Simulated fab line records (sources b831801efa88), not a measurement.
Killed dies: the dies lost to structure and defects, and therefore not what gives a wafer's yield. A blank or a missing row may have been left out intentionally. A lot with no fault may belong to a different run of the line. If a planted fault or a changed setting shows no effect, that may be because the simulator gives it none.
Check for tools in common -- flow sky130 -- 12 lots, 36 wafers sampled

== WHY THIS WAS OPENED ==
SKY_SD_N_RS_MEAS_16, reading SD_N_RS: flagged on 3 of 12 lots. Fault-free wafers read 68.54 ohm/sq, with a standard deviation of 0.13.
Rule: a lot is flagged in two cases, either no wafer of it has a number, or all its wafers with numbers fall more than 4 standard deviations from that mean. As for the other lots, they are considered sound.

lot,measured,on,"SD_N_RS (ohm/sq), wafer by wafer",flag
L604,day 27 19:31,film-metro-02,63.55 63.70 63.58,FLAGGED
L606,day 28 15:31,film-metro-02,68.72 68.60 68.77,
L607,day 28 20:26,film-metro-04,63.83 63.72 63.65,FLAGGED
L608,day 29 15:29,film-metro-03,68.53 68.58 68.48,
L609,day 29 18:49,film-metro-04,63.84 63.96 63.84,FLAGGED
L616,day 32 03:10,film-metro-04,68.59 68.55 68.58,
L617,day 32 13:06,film-metro-02,68.57 68.60 68.57,
L621,day 34 08:50,film-metro-02,68.41 68.43 68.63,
L623,day 34 15:47,film-metro-02,68.52 68.52 68.57,
L625,day 35 00:26,film-metro-04,68.76 68.56 68.43,
L626,day 35 05:44,film-metro-04,68.62 68.53 68.60,
L627,day 35 10:32,film-metro-02,68.55 68.54 68.60,
The numbers of the flagged lots are 63.74 ohm/sq on average: -4.80 ohm/sq against the usual, or -37 standard deviations.

== EACH LOT AND THE TOOL IT RAN ON ==
Before the reading, the record contains 3 process steps out of a 708-step route. In each cell: the tool, then ch and the chambers that the sampled wafers went through, then the start.
lot,flag,SKY_POLY_CUT_ETCH_11,SKY_SD_N_IMPLANT_09,SKY_SD_N_STRIP_11
L604,FLAGGED,"rie-diel-02 ch 0,3, day 24 01:47","implanter-04 ch 0, day 27 18:31","plasma-asher-01 ch 0,1, day 27 19:08"
L606,,"rie-diel-03 ch 1,2,3, day 24 23:11","implanter-04 ch 0, day 28 14:50","plasma-asher-04 ch 0,1, day 28 15:08"
L607,FLAGGED,"rie-diel-02 ch 1,2,3, day 25 04:37","implanter-03 ch 0, day 28 19:26","plasma-asher-01 ch 0,1, day 28 20:02"
L608,,"rie-diel-02 ch 0,2,3, day 25 23:25","implanter-01 ch 0, day 29 14:49","plasma-asher-01 ch 0,1, day 29 15:07"
L609,FLAGGED,"rie-diel-01 ch 0,2,3, day 26 03:58","implanter-03 ch 0, day 29 17:46","plasma-asher-04 ch 0,1, day 29 18:22"
L616,,"rie-diel-03 ch 2,3, day 28 15:13","implanter-03 ch 0, day 32 02:29","plasma-asher-03 ch 0,1, day 32 02:46"
L617,,"rie-diel-01 ch 1,3, day 29 01:53","implanter-01 ch 0, day 32 12:23","plasma-asher-04 ch 0, day 32 12:40"
L621,,"rie-diel-03 ch 0,3, day 30 22:11","implanter-03 ch 0, day 34 08:06","plasma-asher-04 ch 0,1, day 34 08:23"
L623,,"rie-diel-03 ch 1,2,3, day 31 06:56","implanter-01 ch 0, day 34 15:04","plasma-asher-04 ch 0,1, day 34 15:22"
L625,,"rie-diel-02 ch 0,2,3, day 31 15:35","implanter-03 ch 0, day 34 23:46","plasma-asher-03 ch 0,1, day 35 00:04"
L626,,"rie-diel-03 ch 0,2,3, day 31 21:40","implanter-03 ch 0, day 35 05:02","plasma-asher-03 ch 0,1, day 35 05:20"
L627,,"rie-diel-02 ch 0,2,3, day 32 00:58","implanter-04 ch 0, day 35 09:50","plasma-asher-03 ch 0,1, day 35 10:07"
What the steps here do:
- SKY_POLY_CUT_ETCH_11: etches Si3N4 in CF4/CH2F2/Ar, stops on poly-Si, time 42.5 s, target depth 60 nm.
- SKY_SD_N_IMPLANT_09
- SKY_SD_N_STRIP_11: strips in O2/N2.
- SKY_SD_N_RS_MEAS_16: measures by four-point-probe.

== FLAGGED AGAINST TOTAL, ONE TOOL AT A TIME (gauges that did the reading follow at the end) ==
step,tool,lots run,flagged,share of the flagged lots,sound lots run after its first flagged lot
SKY_POLY_CUT_ETCH_11,rie-diel-01,2,1,some,1 (L617)
SKY_POLY_CUT_ETCH_11,rie-diel-02,5,2,some,"3 (L608,L625,L627)"
SKY_POLY_CUT_ETCH_11,rie-diel-03,5,0,none,-
SKY_SD_N_IMPLANT_09,implanter-01,3,0,none,-
SKY_SD_N_IMPLANT_09,implanter-03,6,2,some,"4 (L616,L621,L625,L626)"
SKY_SD_N_IMPLANT_09,implanter-04,3,1,some,"2 (L606,L627)"
SKY_SD_N_STRIP_11,plasma-asher-01,3,2,some,1 (L608)
SKY_SD_N_STRIP_11,plasma-asher-03,4,0,none,-
SKY_SD_N_STRIP_11,plasma-asher-04,5,1,some,"3 (L617,L621,L623)"
SKY_SD_N_RS_MEAS_16,film-metro-02,6,1,some,"5 (L606,L617,L621,L623,L627)"
SKY_SD_N_RS_MEAS_16,film-metro-03,1,0,none,-
SKY_SD_N_RS_MEAS_16,film-metro-04,5,2,some,"3 (L616,L625,L626)"

== WHAT IS ALLOWED BY THE TABLE ==
No row of the table ran every flagged lot.

== WHAT HAD BEEN PUT IN BY THE SIMULATOR ==
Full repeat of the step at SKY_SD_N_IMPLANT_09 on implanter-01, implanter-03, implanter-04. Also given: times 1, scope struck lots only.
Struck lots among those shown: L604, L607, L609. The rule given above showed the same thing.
